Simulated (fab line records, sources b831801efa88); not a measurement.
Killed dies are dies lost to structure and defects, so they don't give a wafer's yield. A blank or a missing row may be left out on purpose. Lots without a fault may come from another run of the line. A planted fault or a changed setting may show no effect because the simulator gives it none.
Which tool did it? | flow sfq_line | 7 lots, 21 wafers sampled, at 2 steps of a route of 325

WHAT THE GAUGES READ, wafer by wafer
SFQ_M1_RS_MEAS_909: measures by four-point-probe.
lot  | measured     | on            | M1_NB_RS (ohm/sq)
L208 | day 11 00:55 | film_metro-01 | 0.889 0.893 0.899
L210 | day 16 17:37 | film_metro-01 | 0.895 0.887 0.891
L212 | day 17 14:20 | film_metro-03 | 0.442 0.439 0.441
L217 | day 19 14:17 | film_metro-03 | 0.444 0.446 0.445
L223 | day 21 17:29 | film_metro-03 | 0.880 0.876 0.884
L225 | day 21 21:02 | film_metro-02 | 0.898 0.910 0.903
L230 | day 22 14:01 | film_metro-02 | 0.893 0.890 0.890

WHICH TOOL RAN EACH LOT (tool, then ch and the chambers of the sampled wafers, then the start)
lot  | SFQ_TRILAYER_M1_DEP_SPUTTER_037
L208 | pvd_sputter-04, day 11 00:47
L210 | pvd_sputter-04, day 16 17:29
L212 | pvd_sputter-06, day 17 13:56
L217 | pvd_sputter-03, day 19 13:56
L223 | pvd_sputter-06, day 21 17:20
L225 | pvd_sputter-03, day 21 20:56
L230 | pvd_sputter-06, day 22 13:52
- SFQ_TRILAYER_M1_DEP_SPUTTER_037: material Nb, target thk 200 nm, time 133.3 s.

THE ANSWER, worked out from the rows above alone
Rule: what is usual is taken from the lots themselves. Put in order of their means at a reading, lots are off if they are a third of the lots or fewer, leave a main group of 4 or more, and stand apart from it by a gap of 3 or more times the standard deviation of the main group's means; of several such gaps the widest counts. A main group whose means are all the same, to the digits that the tables above print for the reading, isn't used. A lot without any number at a reading at which 4 lots or more have one is off too. The other lots that the step has rows for count as sound.
Off: L212, L217, at SFQ_M1_RS_MEAS_909 (M1_NB_RS). The main group: mean 0.892 ohm/sq, standard deviation 0.0075.
A tool fits if, at a process step before that reading, it ran every lot that is off, and no sound lot after the first of them. The gauges at SFQ_M1_RS_MEAS_909 are tried like those tools. None of those tried fits.

WHAT THE SIMULATOR HAD PUT IN
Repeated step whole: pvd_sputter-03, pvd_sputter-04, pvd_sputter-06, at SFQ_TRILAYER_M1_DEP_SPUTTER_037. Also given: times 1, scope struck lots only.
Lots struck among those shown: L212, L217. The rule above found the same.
